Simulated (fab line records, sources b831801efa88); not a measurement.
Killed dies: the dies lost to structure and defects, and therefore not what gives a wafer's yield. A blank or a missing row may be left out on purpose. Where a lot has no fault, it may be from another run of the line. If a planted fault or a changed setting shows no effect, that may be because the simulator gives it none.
A sampling plan put to the test -- flow sky130 -- one line in one fab, 20 faults in these records, each fault weighed on the records of the lots it struck
What counts as the plan is the set of the line's own looks, namely the steps on the route at which a gauge or an inspection reads a wafer and does not change it. A look can be judged if struck wafers have a number there and the file gives its usual mean and standard deviation on fault-free wafers. Caught: at a look after the fault's first step, the mean of the struck wafers lies 4 or more of those standard deviations (sigma) from the usual mean. On the tool: the test repeated on the tool's own readings taken at the fault's steps. Another recipe on the struck wafers, or a record that is blank for them alone, also counts as caught.

THE FAULTS, as the simulator had put them in
1. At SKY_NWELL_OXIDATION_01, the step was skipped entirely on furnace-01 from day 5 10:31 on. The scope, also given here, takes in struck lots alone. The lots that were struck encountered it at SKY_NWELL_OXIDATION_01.
2. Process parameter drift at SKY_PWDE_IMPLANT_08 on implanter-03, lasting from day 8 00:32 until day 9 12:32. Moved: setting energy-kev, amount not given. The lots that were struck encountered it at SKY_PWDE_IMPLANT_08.
3. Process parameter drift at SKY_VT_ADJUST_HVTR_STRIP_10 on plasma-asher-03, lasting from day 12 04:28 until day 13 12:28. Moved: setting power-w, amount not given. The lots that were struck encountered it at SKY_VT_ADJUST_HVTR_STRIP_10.
4. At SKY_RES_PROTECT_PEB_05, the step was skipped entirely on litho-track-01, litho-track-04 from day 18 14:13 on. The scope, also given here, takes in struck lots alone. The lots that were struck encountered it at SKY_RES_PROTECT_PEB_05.
5. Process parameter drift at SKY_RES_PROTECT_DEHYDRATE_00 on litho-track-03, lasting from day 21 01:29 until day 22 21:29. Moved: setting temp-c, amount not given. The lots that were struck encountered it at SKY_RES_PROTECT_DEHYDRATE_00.
6. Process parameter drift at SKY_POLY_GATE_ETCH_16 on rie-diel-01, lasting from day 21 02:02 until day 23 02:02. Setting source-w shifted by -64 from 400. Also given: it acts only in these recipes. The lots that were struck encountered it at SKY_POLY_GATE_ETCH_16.
7. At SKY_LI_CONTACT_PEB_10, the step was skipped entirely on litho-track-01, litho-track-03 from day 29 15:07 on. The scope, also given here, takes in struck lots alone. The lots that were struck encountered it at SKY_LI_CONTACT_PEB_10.
8. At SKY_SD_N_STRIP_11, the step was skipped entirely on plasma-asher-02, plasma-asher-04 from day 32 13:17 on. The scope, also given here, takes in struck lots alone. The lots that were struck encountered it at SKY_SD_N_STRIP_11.
9. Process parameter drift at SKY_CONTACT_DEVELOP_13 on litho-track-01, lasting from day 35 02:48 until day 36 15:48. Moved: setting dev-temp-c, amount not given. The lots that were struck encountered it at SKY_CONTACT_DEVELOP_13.
10. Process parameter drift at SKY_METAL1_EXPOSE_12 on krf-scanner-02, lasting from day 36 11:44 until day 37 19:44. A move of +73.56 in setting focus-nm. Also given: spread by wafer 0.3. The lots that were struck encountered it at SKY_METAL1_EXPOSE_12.
11. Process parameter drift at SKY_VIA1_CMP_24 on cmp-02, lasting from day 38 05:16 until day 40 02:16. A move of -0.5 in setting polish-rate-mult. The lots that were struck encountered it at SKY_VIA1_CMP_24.
12. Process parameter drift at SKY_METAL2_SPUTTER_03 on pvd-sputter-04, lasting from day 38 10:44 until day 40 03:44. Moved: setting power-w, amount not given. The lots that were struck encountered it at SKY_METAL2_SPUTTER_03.
13. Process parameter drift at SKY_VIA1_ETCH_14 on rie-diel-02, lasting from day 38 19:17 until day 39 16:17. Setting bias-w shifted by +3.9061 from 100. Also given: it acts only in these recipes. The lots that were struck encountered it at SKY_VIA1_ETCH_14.
14. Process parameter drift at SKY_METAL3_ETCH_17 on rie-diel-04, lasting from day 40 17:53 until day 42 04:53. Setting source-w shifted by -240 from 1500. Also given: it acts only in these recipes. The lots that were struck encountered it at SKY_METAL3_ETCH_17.
15. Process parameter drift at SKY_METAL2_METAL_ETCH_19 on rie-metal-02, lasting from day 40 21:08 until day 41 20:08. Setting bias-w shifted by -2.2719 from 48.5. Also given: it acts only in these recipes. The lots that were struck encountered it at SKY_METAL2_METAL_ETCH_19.
16. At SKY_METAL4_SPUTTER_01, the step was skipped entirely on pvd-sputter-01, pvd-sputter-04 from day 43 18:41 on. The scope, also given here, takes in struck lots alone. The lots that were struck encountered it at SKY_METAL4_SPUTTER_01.
17. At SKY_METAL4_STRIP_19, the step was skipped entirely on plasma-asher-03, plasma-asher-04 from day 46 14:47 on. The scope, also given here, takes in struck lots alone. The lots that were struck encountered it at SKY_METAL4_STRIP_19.
18. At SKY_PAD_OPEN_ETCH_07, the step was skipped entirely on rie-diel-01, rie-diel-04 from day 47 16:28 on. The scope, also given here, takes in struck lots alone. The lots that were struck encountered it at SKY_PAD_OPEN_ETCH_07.
19. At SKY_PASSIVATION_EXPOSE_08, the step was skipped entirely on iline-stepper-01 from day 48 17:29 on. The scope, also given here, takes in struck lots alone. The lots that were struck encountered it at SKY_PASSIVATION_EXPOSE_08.
20. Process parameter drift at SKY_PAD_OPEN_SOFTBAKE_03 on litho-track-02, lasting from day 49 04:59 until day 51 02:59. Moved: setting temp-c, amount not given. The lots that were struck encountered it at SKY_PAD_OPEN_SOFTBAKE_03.

WHAT THE PLAN SAW
fault,on the tool itself,first look that catches it,"reading, sigma",median hours from its first step to that look,hours from the fault's start to the first struck lot there,judged looks passed uncaught
1,the tool's record is blank for the struck wafers,no look after it can be judged,-,-,-,0
2,beam-energy-keV -51 sigma,none of the 2 looks that can be judged after it,-,-,-,2
3,strip-time-to-endpoint-s +44 sigma,no look after it can be judged,-,-,-,0
4,no reading that can be judged,none of the 3 looks that can be judged after it,-,-,-,3
5,heater-power-total-W +55 sigma,not the one look that can be judged after it,-,-,-,1
6,rf-fwd-power-W -49 sigma,no look after it can be judged,-,-,-,0
7,no reading that can be judged,no look after it can be judged,-,-,-,0
8,the tool's record is blank for the struck wafers,not the one look that can be judged after it,-,-,-,1
9,developer-temp-C -7.8 sigma,no look after it can be judged,-,-,-,0
10,exposure-dose-mJ-cm2 -5.5 sigma,no look after it can be judged,-,-,-,0
11,overpolish-run-s -99 or beyond sigma,no look after it can be judged,-,-,-,0
12,cathode-dc-power-W +99 or beyond sigma,not the one look that can be judged after it,-,-,-,1
13,bias-w +13 sigma,not the one look that can be judged after it,-,-,-,1
14,rf-fwd-power-W -32 sigma,not the one look that can be judged after it,-,-,-,1
15,bias-w -15 sigma,not the one look that can be judged after it,-,-,-,1
16,the tool's record is blank for the struck wafers,no look after it can be judged,-,-,-,0
17,the tool's record is blank for the struck wafers,no look after it can be judged,-,-,-,0
18,the tool's record is blank for the struck wafers,not the one look that can be judged after it,-,-,-,1
19,no reading that can be judged,no look after it can be judged,-,-,-,0
20,plate-temp-C +43 sigma,no look after it can be judged,-,-,-,0
A dash: the fault isn't caught, or these records don't give the number.

Caught at a look: 0 of 20. Caught on the tool: 17 of 20. By one or the other: 17 of 20.
Faults 1, 2, 3, 5, 6, 8, 9, 10, 11, 12, 13, 14, 15, 16, 17, 18, 20 were caught on the tool alone.
Caught by neither: faults 4, 7, 19.
